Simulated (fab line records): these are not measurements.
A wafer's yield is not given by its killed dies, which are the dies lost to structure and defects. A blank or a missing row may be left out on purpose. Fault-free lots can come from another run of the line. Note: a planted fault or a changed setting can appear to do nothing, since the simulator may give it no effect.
Matching of chambers || flow gf180mcu || pecvd-04 running GF_V2_CVD_02: 3 sister chambers
The step deposits SiO2 from TEOS, target thk 850 nm, time 94.851 s. 16 wafers are shown with their chamber, then 8 later ones without.

## EACH WAFER AND ITS CHAMBER
{"wafer": "L080.1", "chamber": 2, "heater power w (W)": 730, "susceptor temp C (C)": 399.96}
{"wafer": "L080.3", "chamber": 0, "heater power w (W)": 630, "susceptor temp C (C)": 400.04}
{"wafer": "L080.5", "chamber": 2, "heater power w (W)": 791, "susceptor temp C (C)": 400.11}
{"wafer": "L083.4", "chamber": 1, "heater power w (W)": 568, "susceptor temp C (C)": 399.70}
{"wafer": "L083.5", "chamber": 2, "heater power w (W)": 779, "susceptor temp C (C)": 399.86}
{"wafer": "L083.6", "chamber": 0, "heater power w (W)": 536, "susceptor temp C (C)": 400.17}
{"wafer": "L085.1", "chamber": 2, "heater power w (W)": 792, "susceptor temp C (C)": 400.28}
{"wafer": "L085.2", "chamber": 0, "heater power w (W)": 570, "susceptor temp C (C)": 400.05}
{"wafer": "L085.3", "chamber": 1, "heater power w (W)": 706, "susceptor temp C (C)": 400.18}
{"wafer": "L085.4", "chamber": 2, "heater power w (W)": 648, "susceptor temp C (C)": 399.91}
{"wafer": "L085.5", "chamber": 0, "heater power w (W)": 614, "susceptor temp C (C)": 400.13}
{"wafer": "L085.6", "chamber": 1, "heater power w (W)": 770, "susceptor temp C (C)": 400.02}
{"wafer": "L086.2", "chamber": 2, "heater power w (W)": 663, "susceptor temp C (C)": 399.94}
{"wafer": "L086.3", "chamber": 0, "heater power w (W)": 638, "susceptor temp C (C)": 400.17}
{"wafer": "L086.5", "chamber": 2, "heater power w (W)": 716, "susceptor temp C (C)": 400.16}
{"wafer": "L091.3", "chamber": 0, "heater power w (W)": 604, "susceptor temp C (C)": 400.06}

SIGNATURES (means of the wafers above)
{"reading": "heater power w", "chamber 0": 598.67, "chamber 1": 681.33, "chamber 2": 731.29, "scatter within a chamber": 62.2}
{"reading": "susceptor temp C", "chamber 0": 400.1033, "chamber 1": 399.9667, "chamber 2": 400.0314, "scatter within a chamber": 0.147}
Rule: a wafer lies at a distance from a chamber equal to the root of the sum of squares, over the readings, of (its reading less the chamber's mean, divided by the reading's scatter). If the next closest chamber is less than 2 further off than the closest, the wafer can't be placed; otherwise it belongs to the closest. How the scatter is found: for the shown wafers, subtract from each reading the mean of its chamber, square and add these, divide the total by (wafers less chambers), then take the root.

## WAFERS WHOSE CHAMBER IS MISSING
{"wafer": "L091.4", "heater power w (W)": 717, "susceptor temp C (C)": 400.33}
{"wafer": "L091.6", "heater power w (W)": 696, "susceptor temp C (C)": 399.94}
{"wafer": "L092.1", "heater power w (W)": 798, "susceptor temp C (C)": 400.21}
{"wafer": "L092.2", "heater power w (W)": 546, "susceptor temp C (C)": 400.69}
{"wafer": "L092.3", "heater power w (W)": 705, "susceptor temp C (C)": 399.70}
{"wafer": "L092.4", "heater power w (W)": 593, "susceptor temp C (C)": 399.73}
{"wafer": "L092.5", "heater power w (W)": 659, "susceptor temp C (C)": 399.94}
{"wafer": "L092.6", "heater power w (W)": 590, "susceptor temp C (C)": 400.55}

## CHAMBER TAKEN BY EACH
{"wafer": "L091.4", "from the rows above": "can't be placed: 2 or 0 or 1", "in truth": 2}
{"wafer": "L091.6", "from the rows above": "can't be placed: 1 or 2 or 0", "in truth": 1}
{"wafer": "L092.1", "from the rows above": "can't be placed: 2 or 1 or 0", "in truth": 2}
{"wafer": "L092.2", "from the rows above": "can't be placed: 0 or 2 or 1", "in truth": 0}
{"wafer": "L092.3", "from the rows above": "can't be placed: 1 or 2 or 0", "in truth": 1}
{"wafer": "L092.4", "from the rows above": "can't be placed: 1 or 0 or 2", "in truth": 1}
{"wafer": "L092.5", "from the rows above": "can't be placed: 1 or 2 or 0", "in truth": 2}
{"wafer": "L092.6", "from the rows above": "can't be placed: 0 or 2 or 1", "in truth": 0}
Correct placement for 0 of the 8. Cannot be placed on the basis of these rows: 8; the candidates contain the true chamber in 8. Placed wrongly: 0.
